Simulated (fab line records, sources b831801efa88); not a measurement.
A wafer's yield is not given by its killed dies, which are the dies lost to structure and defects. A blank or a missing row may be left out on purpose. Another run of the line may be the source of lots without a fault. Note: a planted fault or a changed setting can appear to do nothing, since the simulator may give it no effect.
fab line records | flow gf180mcu | part 2 of 2: steps 33 to 45 of 45
record: lots: 5 | wafers: 15 | lastDay: 34
route steps=602 shown HV_LDD@201 NSD@235
lots with no fault: from the same line, run without faults
startH: hours from the record's first day to the start of the lot's first wafer shown | waitH: how many hours have passed since the lot's step before this one | " unchanged from the row above | L1.1+2: a single row standing in for several wafers | - no value, or no start given | * or withheld: withheld | < > ~ a bound
route shown NAME@n: NAME is a module with steps in the file, n the number in the route of the first one | usual: the fault-free wafers' mean and standard deviation | same: alike in all rows | chamber/n: place in a boat | sites: readings site by site | _std_site: the values' standard deviation | _edge_site: inner sites' mean taken away from outer sites' mean | radiusMm: how far each site lies from the wafer's centre | mask NAME#n: copy n | behind: the tool/chamber that last shaped the wafer | hold: reason for holding the lot/hours on hold/outcome of the hold | device: names the non-switching transistor (n, p or np) | end of line: the route-end tests of the same wafers | step lacking rows: just its recipe | killed: count of dies lost to structure and defects at first sort (not the wafer's yield) | map: a wafer's dies, marking killed ones x, the rest . and places with no die _
set.NAME: the setting that was run; set.NAME@STEP: the one run at that earlier step | model.NAME: the simulator's own value behind a step, which no gauge read
a table for each step, a row for each wafer; lots at some steps of the route
services: when a tool's chamber went out of use (startH, in hours from the record's first day, below 0 if earlier), for how many hours, and the reason
== steps ==
step: GF_HV_LDD_THK_MEAS_57
recipe: reads: Si3N4_of_HV_LDD_CVD_56
usual: HV_LDD_CVD_56_THK: 90.1/0.98
lot.wafer | tool         | chamber | startH | waitH | HV_LDD_CVD_56_THK[nm]
L080.1    | filmMetro-03 | -       | 323.99 | 0.0   | 90.0
L080.5    | "            | -       | "      | "     | 89.0
L080.6    | "            | -       | "      | "     | 89.3
L083.1    | filmMetro-03 | -       | 348.32 | 0.0   | 89.3
L083.2    | "            | -       | "      | "     | 90.2
L083.4    | "            | -       | "      | "     | 89.9
L093.1    | filmMetro-03 | -       | 431.02 | 0.0   | 91.4
L093.2    | "            | -       | "      | "     | 91.2
L093.6    | "            | -       | "      | "     | 90.9
L095.4    | filmMetro-04 | -       | 441.66 | 0.0   | 88.6
L095.5    | "            | -       | "      | "     | 87.1
L095.6    | "            | -       | "      | "     | 88.4
L097.1    | filmMetro-04 | -       | 462.39 | 0.0   | 90.9
L097.3    | "            | -       | "      | "     | 90.9
L097.6    | "            | -       | "      | "     | 90.3
step: GF_HV_LDD_ETCHBACK_58
recipe: chemistry: CH3F/O2 | target: Si3N4 | stopOn: SiO2 | sourceW: 400 | biasW: 80 | pressureMtorr: 25 | ch3fFlowSccm: 40 | O2_flow_sccm: 30 | timeS: 100 | targetDepthA: 900
usual: drypumpMotorCurrentA: 5.7/0.36 | oesProductAu: 0.844/0.0072 | throttleValvePct: 10.561/0.0093
lot.wafer | tool       | chamber | startH | waitH | drypumpMotorCurrentA | oesProductAu | rfHoursCounterH | throttleValvePct
L080.1    | rieDiel-03 | 0       | 324.05 | 0.1   | 5.7                  | 0.849        | 111             | 10.563
L080.5    | "          | 3       | "      | "     | 6.2                  | 0.824        | -               | 10.560
L080.6    | "          | 0       | "      | "     | 5.8                  | 0.836        | -               | 10.573
L083.1    | rieDiel-03 | 1       | 348.38 | 0.1   | 5.0                  | 0.837        | 8               | 10.562
L083.2    | "          | 3       | "      | "     | 6.2                  | 0.847        | 3               | 10.547
L083.4    | "          | 2       | "      | "     | 5.6                  | 0.839        | 17              | 10.574
L093.1    | rieDiel-01 | 0       | 431.08 | 0.1   | 5.6                  | 0.854        | 2               | 10.567
L093.2    | "          | 1       | "      | "     | 5.0                  | 0.846        | 78              | 10.555
L093.6    | "          | 2       | "      | "     | 6.0                  | 0.849        | -               | 10.561
L095.4    | rieDiel-01 | 3       | 441.69 | 0.0   | 5.7                  | 0.839        | 47              | 10.563
L095.5    | "          | 1       | "      | "     | 5.0                  | 0.827        | -               | 10.565
L095.6    | "          | 0       | "      | "     | 5.5                  | 0.832        | -               | 10.544
L097.1    | rieDiel-02 | 3       | 462.45 | 0.1   | 5.7                  | 0.853        | 12              | 10.570
L097.3    | "          | 0       | "      | "     | 6.0                  | 0.845        | 100             | 10.563
L097.6    | "          | 1       | "      | "     | 6.0                  | 0.843        | -               | 10.553
step: GF_NSD_DEHYDRATE_00
recipe: tempC: 200 | timeS: 60
usual: heaterPowerTotalW: 160.38/0.13
lot.wafer | tool          | chamber | startH | waitH | heaterPowerTotalW
L080.1    | lithoTrack-01 | 0       | 334.11 | 10.0  | 160.60
L080.5    | "             | 0       | "      | "     | 160.32
L080.6    | "             | 0       | "      | "     | 160.41
L083.1    | lithoTrack-02 | 0       | 358.42 | 10.0  | 160.13
L083.2    | "             | 0       | "      | "     | 160.59
L083.4    | "             | 0       | "      | "     | 160.25
L093.1    | lithoTrack-02 | 0       | 442.67 | 11.6  | 160.43
L093.2    | "             | 0       | "      | "     | 160.54
L093.6    | "             | 0       | "      | "     | 160.29
L095.4    | lithoTrack-01 | 0       | 453.78 | 12.1  | 160.28
L095.5    | "             | 0       | "      | "     | 160.35
L095.6    | "             | 0       | "      | "     | 160.48
L097.1    | lithoTrack-02 | 0       | 473.47 | 11.0  | 160.19
L097.3    | "             | 0       | "      | "     | 160.59
L097.6    | "             | 0       | "      | "     | 160.31
step: GF_NSD_HMDS_01
recipe: primeTimeS: 60 | primeTempC: 120
lot.wafer  | tool          | chamber | startH | waitH
L080.1+5+6 | lithoTrack-01 | 0       | 334.26 | 0.1
L083.1+2+4 | lithoTrack-02 | 0       | 358.57 | 0.1
L093.1+2+6 | lithoTrack-02 | 0       | 442.82 | 0.1
L095.4+5+6 | lithoTrack-01 | 0       | 453.93 | 0.1
L097.1+3+6 | lithoTrack-02 | 0       | 473.62 | 0.1
step: GF_NSD_COAT_02
recipe: resist: NOVOLAK | spinRpm: 3000 | resistThkNm: 1000
lot.wafer  | tool          | chamber | startH | waitH
L080.1+5+6 | lithoTrack-01 | 0       | 334.41 | 0.1
L083.1+2+4 | lithoTrack-02 | 0       | 358.72 | 0.1
L093.1+2+6 | lithoTrack-02 | 0       | 442.97 | 0.1
L095.4+5+6 | lithoTrack-01 | 0       | 454.08 | 0.1
L097.1+3+6 | lithoTrack-02 | 0       | 473.77 | 0.1
step: GF_NSD_SOFTBAKE_03
recipe: tempC: 90 | timeS: 60 | resist: NOVOLAK
usual: heaterPowerTotalW: 56.59/0.046
lot.wafer | tool          | chamber | startH | waitH | heaterPowerTotalW
L080.1    | lithoTrack-01 | 0       | 334.56 | 0.1   | 56.62
L080.5    | "             | 0       | "      | "     | 56.65
L080.6    | "             | 0       | "      | "     | 56.62
L083.1    | lithoTrack-02 | 0       | 358.87 | 0.1   | 56.63
L083.2    | "             | 0       | "      | "     | 56.57
L083.4    | "             | 0       | "      | "     | 56.52
L093.1    | lithoTrack-02 | 0       | 443.12 | 0.1   | 56.57
L093.2    | "             | 0       | "      | "     | 56.66
L093.6    | "             | 0       | "      | "     | 56.57
L095.4    | lithoTrack-01 | 0       | 454.23 | 0.1   | 56.60
L095.5    | "             | 0       | "      | "     | 56.58
L095.6    | "             | 0       | "      | "     | 56.55
L097.1    | lithoTrack-02 | 0       | 473.92 | 0.1   | 56.61
L097.3    | "             | 0       | "      | "     | 56.61
L097.6    | "             | 0       | "      | "     | 56.60
step: GF_NSD_EXPOSE_04
recipe: maskId: Nplus | targetCdNm: 400 | na: 0.6 | sourceShape: conventional | sigmaOuter: 0.6 | doseMj: 140
same: sigmaOuter: 0.6
lot.wafer  | tool            | chamber | startH | waitH | mask
L080.1+5+6 | ilineStepper-01 | 0       | -      | -     | Nplus#0
L083.1+2+4 | ilineStepper-01 | 0       | -      | -     | Nplus#0
L093.1+2+6 | ilineStepper-01 | 0       | -      | -     | Nplus#0
L095.4+5+6 | ilineStepper-01 | 0       | -      | -     | Nplus#0
L097.1+3+6 | ilineStepper-01 | 0       | -      | -     | Nplus#0
step: GF_NSD_PEB_05
recipe: tempC: withheld | timeS: * | resist: NOVOLAK
lot.wafer  | tool          | chamber | startH | waitH
L080.1+5+6 | lithoTrack-02 | 0       | -      | -
L083.1+2+4 | lithoTrack-04 | 0       | -      | -
L093.1+2+6 | lithoTrack-01 | 0       | -      | -
L095.4+5+6 | lithoTrack-01 | 0       | -      | -
L097.1+3+6 | lithoTrack-02 | 0       | -      | -
step: GF_NSD_DEVELOP_06
recipe: developTimeS: 60 | devTempC: 23
lot.wafer  | tool          | chamber | startH | waitH
L080.1+5+6 | lithoTrack-02 | 0       | 344.77 | 0.1
L083.1+2+4 | lithoTrack-04 | 0       | 370.01 | 0.1
L093.1+2+6 | lithoTrack-01 | 0       | 455.11 | 0.1
L095.4+5+6 | lithoTrack-01 | 0       | 466.33 | 0.1
L097.1+3+6 | lithoTrack-02 | 0       | 485.92 | 0.1
step: GF_NSD_CD_MEAS_07
recipe: targetCdNm: 400
usual: cdNm: 401/3.1
lot.wafer | tool     | chamber | startH | waitH | cdNm
L080.1    | cdSem-02 | -       | 344.92 | 0.1   | 405
L080.5    | "        | -       | "      | "     | 401
L080.6    | "        | -       | "      | "     | 403
L083.1    | cdSem-02 | -       | 370.16 | 0.1   | 405
L083.2    | "        | -       | "      | "     | 401
L083.4    | "        | -       | "      | "     | 400
L093.1    | cdSem-02 | -       | 455.26 | 0.1   | 399
L093.2    | "        | -       | "      | "     | 400
L093.6    | "        | -       | "      | "     | 396
L095.4    | cdSem-02 | -       | 466.47 | 0.1   | 397
L095.5    | "        | -       | "      | "     | 401
L095.6    | "        | -       | "      | "     | 401
L097.1    | cdSem-02 | -       | 486.07 | 0.1   | 401
L097.3    | "        | -       | "      | "     | 398
L097.6    | "        | -       | "      | "     | 401
step: GF_NSD_OVL_MEAS_08
usual: NSD_OVL: 0.4/1.2
lot.wafer | tool       | chamber | startH | waitH | NSD_OVL[nm]
L080.1    | overlay-02 | -       | 345.04 | 0.1   | 0.0
L080.5    | "          | -       | "      | "     | 0.0
L080.6    | "          | -       | "      | "     | 2.4
L083.1    | overlay-01 | -       | 370.28 | 0.1   | 0.7
L083.2    | "          | -       | "      | "     | 0.4
L083.4    | "          | -       | "      | "     | 1.3
L093.1    | overlay-01 | -       | 455.38 | 0.1   | 0.6
L093.2    | "          | -       | "      | "     | 0.9
L093.6    | "          | -       | "      | "     | 0.7
L095.4    | overlay-02 | -       | 466.55 | 0.1   | -1.0
L095.5    | "          | -       | "      | "     | 0.6
L095.6    | "          | -       | "      | "     | -0.9
L097.1    | overlay-01 | -       | 486.19 | 0.1   | 1.9
L097.3    | "          | -       | "      | "     | 2.1
L097.6    | "          | -       | "      | "     | 1.9
step: GF_NSD_IMPLANT_09
recipe: species: As | energyKev: 60 | doseCm2: 4e+15 | tiltDeg: 7
lot.wafer  | tool         | chamber | startH | waitH
L080.1+5+6 | implanter-03 | 0       | 345.08 | 0.0
L083.1+2+4 | implanter-04 | 0       | 370.31 | 0.0
L093.1+2+6 | implanter-04 | 0       | 455.41 | 0.0
L095.4+5+6 | implanter-03 | 0       | 466.64 | 0.1
L097.1+3+6 | implanter-04 | 0       | 486.23 | 0.0
step: GF_NSD_IMPLANT_10
recipe: species: P | energyKev: 40 | doseCm2: 5e+14 | tiltDeg: 7
lot.wafer  | tool         | chamber | startH | waitH
L080.1+5+6 | implanter-03 | 0       | 345.23 | 0.1
L083.1+2+4 | implanter-04 | 0       | 370.46 | 0.1
L093.1+2+6 | implanter-04 | 0       | 455.56 | 0.1
L095.4+5+6 | implanter-03 | 0       | 466.79 | 0.1
L097.1+3+6 | implanter-04 | 0       | 486.38 | 0.1
== services ==
tool            | chamber | startH | hours | kind
implanter-04    | -       | 275.60 | 4.1   | repair
implanter-04    | -       | 296.52 | 1.5   | repair
implanter-03    | -       | 303.22 | 3.3   | repair
implanter-01    | -       | 307.72 | 4.9   | repair
ilineStepper-01 | -       | 314.06 | 0.5   | repair
implanter-04    | -       | 322.04 | 1.8   | repair
implanter-03    | -       | 323.19 | 1.7   | repair
implanter-02    | -       | 365.15 | 16.6  | pm
implanter-04    | -       | 368.21 | 1.4   | repair
implanter-01    | -       | 372.25 | 1.9   | repair
plasmaAsher-04  | -       | 378.14 | 34.6  | pm
ilineStepper-01 | -       | 391.99 | 15.9  | repair
ilineStepper-01 | -       | 395.47 | 0.6   | repair
implanter-01    | -       | 398.29 | 3.8   | pm
ilineStepper-01 | -       | 400.17 | 4.7   | repair
ilineStepper-02 | -       | 407.87 | 1.7   | pm
implanter-02    | -       | 425.49 | 2.7   | pm
plasmaAsher-04  | -       | 437.56 | 1.2   | repair
ilineStepper-02 | -       | 437.58 | 8.9   | pm
ilineStepper-01 | -       | 448.34 | 1.7   | pm
lpcvd-02        | -       | 450.73 | 1.4   | repair
ilineStepper-02 | -       | 452.00 | 0.8   | repair
implanter-01    | -       | 476.08 | 1.1   | repair
ilineStepper-02 | -       | 485.19 | 1.0   | repair
